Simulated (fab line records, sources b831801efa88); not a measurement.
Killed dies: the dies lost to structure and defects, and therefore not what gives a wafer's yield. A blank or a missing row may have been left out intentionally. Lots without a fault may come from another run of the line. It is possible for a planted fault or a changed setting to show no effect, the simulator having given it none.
Which tool was responsible? -- flow gf180mcu -- 15 lots with 45 wafers sampled at 4 steps, on a route of 602 steps

## WHAT EACH GAUGE READ, for each wafer
GF_VT_IMPLANT_RS_MEAS_48: measurement is done with a four-point probe. Usual: LVPWELL_RS gives 1197 ohm/sq (standard deviation 3).
lot,measured,on,LVPWELL_RS (ohm/sq),flag
L611,day 7 14:25,film metro-02,1204 1201 1201,
L612,day 7 23:35,film metro-03,1199 1195 1200,
L614,day 8 18:34,film metro-02,1197 1198 1197,
L617,day 9 12:58,film metro-03,1197 1196 1192,
L618,day 9 18:11,film metro-04,1197 1195 1199,
L620,day 10 07:56,film metro-03,1194 1198 1193,
L622,day 10 20:19,film metro-02,1199 1196 1196,
L626,day 11 21:48,film metro-04,1195 1195 1190,
L627,day 12 03:20,film metro-04,1197 1194 1199,
L628,day 12 11:13,film metro-04,1192 1192 1196,
L629,day 12 18:56,film metro-04,1201 1204 1202,
L630,day 13 02:35,film metro-02,1196 1189 1193,
L631,day 13 10:21,film metro-04,1203 1202 1205,
L632,day 13 17:10,film metro-04,1196 1198 1200,
L634,day 14 12:51,film metro-03,1200 1198 1199,

GF_HV_LDD_OVL_MEAS_20. Usual: HV_LDD_01_OVL gives 0.3 nm (standard deviation 1.3).
lot,measured,on,HV_LDD_01_OVL (nm),flag
L611,day 10 19:59,overlay-02,-0.8 -1.5 -1.6,
L612,day 11 07:49,overlay-01,-1.4 -2.0 -0.6,
L614,day 12 04:37,overlay-01,-0.4 -1.6 0.4,
L617,day 13 01:08,overlay-02,1.0 0.0 -0.1,
L618,day 13 08:02,overlay-02,0.0 1.4 0.7,
L620,day 13 23:17,overlay-01,2.5 2.0 0.7,
L622,day 14 12:31,overlay-01,-0.8 -2.2 -2.7,
L626,day 15 16:56,overlay-01,0.5 1.1 2.2,
L627,day 15 23:20,overlay-01,0.7 -0.6 0.7,
L628,day 16 10:01,overlay-02,1.8 1.5 1.4,
L629,day 16 18:55,overlay-02,-0.4 0.4 0.2,
L630,day 16 23:49,overlay-01,-2.4 -2.5 -1.8,
L631,day 17 10:34,overlay-02,1.7 1.6 0.8,
L632,day 17 19:11,overlay-02,-1.4 0.0 -0.5,
L634,day 18 17:11,overlay-02,1.0 2.5 1.9,

## WHICH TOOL RAN EACH LOT (tool, then ch and the chambers of the sampled wafers, then the start)
lot,GF_VT_IMPLANT_RTA_45,GF_HV_LDD_EXPOSE_04
L611,"rtp anneal-02 ch 0, day 7 14:05","iline stepper-01 ch 0, day 9 16:25"
L612,"rtp anneal-01 ch 0, day 7 23:14","iline stepper-01 ch 0, day 10 03:49"
L614,"rtp anneal-02 ch 0, day 8 18:14","iline stepper-02 ch 0, day 11 00:11"
L617,"rtp anneal-01 ch 0, day 9 12:37","iline stepper-01 ch 0, day 11 19:09"
L618,"rtp anneal-01 ch 0, day 9 17:51","iline stepper-01 ch 0, day 12 03:34"
L620,"rtp anneal-02 ch 0, day 10 07:36","iline stepper-02 ch 0, day 12 16:23"
L622,"rtp anneal-01 ch 0, day 10 19:59","iline stepper-01 ch 0, day 13 05:11"
L626,"rtp anneal-02 ch 0, day 11 21:28","iline stepper-02, day 14 08:22"
L627,"rtp anneal-01 ch 0, day 12 02:59","iline stepper-01, day 14 14:05"
L628,"rtp anneal-01 ch 0, day 12 10:53","iline stepper-01, day 15 00:13"
L629,"rtp anneal-02 ch 0, day 12 18:36","iline stepper-02 ch 0, day 15 07:52"
L630,"rtp anneal-01 ch 0, day 13 02:15","iline stepper-02 ch 0, day 15 14:22"
L631,"rtp anneal-02 ch 0, day 13 10:01","iline stepper-02 ch 0, day 16 00:07"
L632,"rtp anneal-01 ch 0, day 13 16:49","iline stepper-01 ch 0, day 16 07:12"
L634,"rtp anneal-02 ch 0, day 14 12:30","iline stepper-02 ch 0, day 17 05:10"
- GF_VT_IMPLANT_RTA_45: time 30 s.
- GF_HV_LDD_EXPOSE_04: exposes mask Nplus LV AREA, target cd 400 nm.

## AS READ BY THE TOOLS THEMSELVES (means over the sampled wafers that have a number; for cases with no such wafer, the mark the record gives instead)
GF_VT_IMPLANT_RTA_45. Usual: lamp power pct 35 %, standard deviation 4.3; wafer_temp_C_max 1054.9, standard deviation 1.9.
lot,tool,lamp power pct (%),wafer_temp_C_max,flag
L611,rtp anneal-02,40,1055.1,
L612,rtp anneal-01,32,1053.2,
L614,rtp anneal-02,40,1057.0,
L617,rtp anneal-01,32,1053.8,
L618,rtp anneal-01,32,1054.0,
L620,rtp anneal-02,40,1057.9,
L622,rtp anneal-01,32,1053.7,
L626,rtp anneal-02,40,1057.5,
L627,rtp anneal-01,32,1053.8,
L628,rtp anneal-01,32,1054.0,
L629,rtp anneal-02,40,1056.6,
L630,rtp anneal-01,32,1053.2,
L631,rtp anneal-02,40,1056.6,
L632,rtp anneal-01,32,1054.1,
L634,rtp anneal-02,40,1056.3,

GF_HV_LDD_EXPOSE_04. Usual: exposure dose mJ cm2 139.99, standard deviation 0.13; focus offset nm 0.1 nm, standard deviation 0.5.
lot,tool,exposure dose mJ cm2,focus offset nm (nm),flag
L611,iline stepper-01,139.90,0.5,
L612,iline stepper-01,140.04,0.2,
L614,iline stepper-02,139.95,-0.2,
L617,iline stepper-01,140.10,-0.2,
L618,iline stepper-01,140.01,0.0,
L620,iline stepper-02,140.02,0.5,
L622,iline stepper-01,140.18,-0.2,
L626,iline stepper-02,-,-,OFF
L627,iline stepper-01,-,-,OFF
L628,iline stepper-01,-,-,OFF
L629,iline stepper-02,140.10,0.5,
L630,iline stepper-02,139.99,0.3,
L631,iline stepper-02,140.06,-0.3,
L632,iline stepper-01,139.91,0.0,
L634,iline stepper-02,139.93,-0.7,

## THE ANSWER, worked out from the rows above alone
Rule: take the mean of a lot's wafers that have a number; if it is more than 3 standard deviations from the usual mean, the lot is off. A lot without any number at a reading at which 4 lots or more have one is off too. Any other lot the step has rows for is counted as sound. Order of review: gauges by route order, followed by the tools' own readings, for which a lot's mean as printed above is used. At the first step where some lot is off, the reading lying furthest off is the one used; lots without a number count as furthest.
Off at GF_HV_LDD_EXPOSE_04 (exposure dose mJ cm2): L626, L627, L628. Without a number there: L626, L627, L628.
If a tool, at that step or one of the process steps before it, ran each lot that is off and ran no sound lot following the first of them, it fits. None of those tried fits.

## WHAT HAD BEEN PUT IN BY THE SIMULATOR
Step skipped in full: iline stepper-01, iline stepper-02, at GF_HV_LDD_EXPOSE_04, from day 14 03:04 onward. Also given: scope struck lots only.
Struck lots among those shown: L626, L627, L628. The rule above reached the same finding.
